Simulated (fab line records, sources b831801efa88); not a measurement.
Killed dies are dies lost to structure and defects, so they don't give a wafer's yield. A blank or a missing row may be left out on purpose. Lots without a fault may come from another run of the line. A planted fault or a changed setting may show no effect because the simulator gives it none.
Chamber matching | flow gf180mcu | GF_V4_CMP_26 on cmp-01: 4 sister chambers
The step polishes, stops on SiO2, t overpolish 15 s, target thk 0 nm. 4 wafers are shown with their chamber, then 8 later ones without.

WAFERS WITH THEIR CHAMBER
wafer  | chamber | motor_current_A (A)
L862.3 | 3       | 12.1
L867.5 | 1       | 10.8
L867.6 | 2       | 9.9
L870.3 | 0       | 10.2

WAFERS WITHOUT THEIR CHAMBER
wafer  | motor_current_A (A)
L870.5 | 10.1
L870.6 | 10.7
L872.1 | 11.8
L872.2 | 11.0
L872.3 | 10.3
L878.1 | 12.2
L878.4 | 9.9
L878.5 | 10.4

WHICH CHAMBER EACH WENT THROUGH
wafer  | from the rows above          | in truth
L870.5 | can't be placed: 0 or 2      | 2
L870.6 | 1                            | 1
L872.1 | 3                            | 3
L872.2 | 1                            | 1
L872.3 | can't be placed: 0 or 2      | 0
L878.1 | 3                            | 3
L878.4 | can't be placed: 2 or 0      | 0
L878.5 | can't be placed: 0 or 1 or 2 | 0
Placed correctly: 4 of 8. Can't be placed from these rows: 4 (the true chamber is among the candidates in 4). Placed wrongly: 0.
How it was worked out, from the rows above alone: a wafer's distance from a chamber is the root of the sum, over the readings, of the square of ((its reading less the chamber's mean) divided by the reading's scatter). The wafer belongs to the nearest chamber; if the next one is less than 2 further off, it can't be placed. A chamber's mean is the mean of its shown wafers. The scatter: with one shown wafer a chamber, the root of the mean of the squares of how far each hidden wafer lies from its nearest shown one.
